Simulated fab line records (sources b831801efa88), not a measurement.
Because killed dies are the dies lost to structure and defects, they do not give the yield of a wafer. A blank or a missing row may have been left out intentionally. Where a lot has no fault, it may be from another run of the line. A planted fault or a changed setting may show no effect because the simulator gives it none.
One fault seen from 2 desks + flow sfq line + numbers are kept per desk, each desk with only its own; the story behind them comes last

## FROM THE METROLOGY DESK
Means of the sampled wafers that have a number, per lot and without regard to the tool the lot ran on: this is what the gauges read. If a lot's mean is further than 4 standard deviations from the usual mean, the lot is out of limits and carries the mark OUT (the distance appears in the brackets).
Columns: A = I2_OVL at SFQ_I2_OVL_MEAS_918, usual 1 nm
| lot  | first seen here | A  |
|------|-----------------|----|
| L839 | day 43 09:38    | 0  |
| L840 | day 43 16:58    | 10 |
| L841 | day 44 10:46    | -4 |
| L844 | day 45 11:52    | 6  |
| L846 | day 46 11:52    | -4 |
| L851 | day 47 22:35    | 1  |
| L852 | day 48 04:35    | -0 |
| L854 | day 48 10:43    | 1  |
| L857 | day 50 10:43    | 4  |
| L858 | day 51 06:02    | -7 |
| L859 | day 51 12:03    | -3 |
| L860 | day 51 19:14    | -1 |
| L861 | day 52 04:59    | 1  |
| L862 | day 52 12:10    | -2 |
This desk's finding: nothing out of limits on any of the 14 lots.

## AT THE TOOL OWNER'S DESK: pecvd-01
The tool's own readings at SFQ_TRILAYER_I1_DEP_PECVD_045 (deposits SiO2 from SiH4/N2O, time 111.11 s, target thk 500 nm): means of the sampled wafers that have a number, for each lot that ran on this tool. If a lot's mean is further than 4 standard deviations from the usual mean, the lot is out of limits and carries the mark OUT (the distance appears in the brackets).
Columns: A = heater power w at SFQ_TRILAYER_I1_DEP_PECVD_045, usual 90 W; B = run length s at SFQ_TRILAYER_I1_DEP_PECVD_045, usual 139.2 s; C = susceptor temp C at SFQ_TRILAYER_I1_DEP_PECVD_045, usual 149.98 C; D = throttle valve pct at SFQ_TRILAYER_I1_DEP_PECVD_045, usual 24.2 %
| lot  | first seen here | A  | B               | C      | D    |
|------|-----------------|----|-----------------|--------|------|
| L840 | day 24 12:52    | 81 | 138.8           | 149.98 | 24.9 |
| L846 | day 28 00:36    | 77 | 139.2           | 150.05 | 24.6 |
| L851 | day 29 17:05    | 78 | 138.8           | 149.94 | 24.5 |
| L852 | day 30 05:12    | 75 | 165.5 (+35) OUT | 150.04 | 24.5 |
| L854 | day 30 08:48    | 86 | 165.4 (+35) OUT | 149.85 | 24.7 |
| L860 | day 33 23:47    | 79 | 138.3           | 150.04 | 24.7 |
This desk's finding: out of limits on L852, L854; first on L852, day 30 05:12 (run length s at SFQ_TRILAYER_I1_DEP_PECVD_045). Within limits: L840, L846, L851, L860.

## TAKEN TOGETHER
At day 30 05:12, on L852, L854, the tool owner's desk was in a position to raise an alarm.
Nothing out of limits was seen by the metrology desk.
The metrology desk has L852, L854 on record, within its limits.
All the named lots went through SFQ_TRILAYER_I1_DEP_PECVD_045 on pecvd-01.

## WHAT THE SIMULATOR HAD PUT IN
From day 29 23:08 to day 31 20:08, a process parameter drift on pecvd-01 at SFQ_TRILAYER_I1_DEP_PECVD_045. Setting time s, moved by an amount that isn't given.
Shown lots that were struck: L852, L854.
How many hours passed from the start of the fault until each desk's first out-of-limits reading: the tool owner's desk, 6.
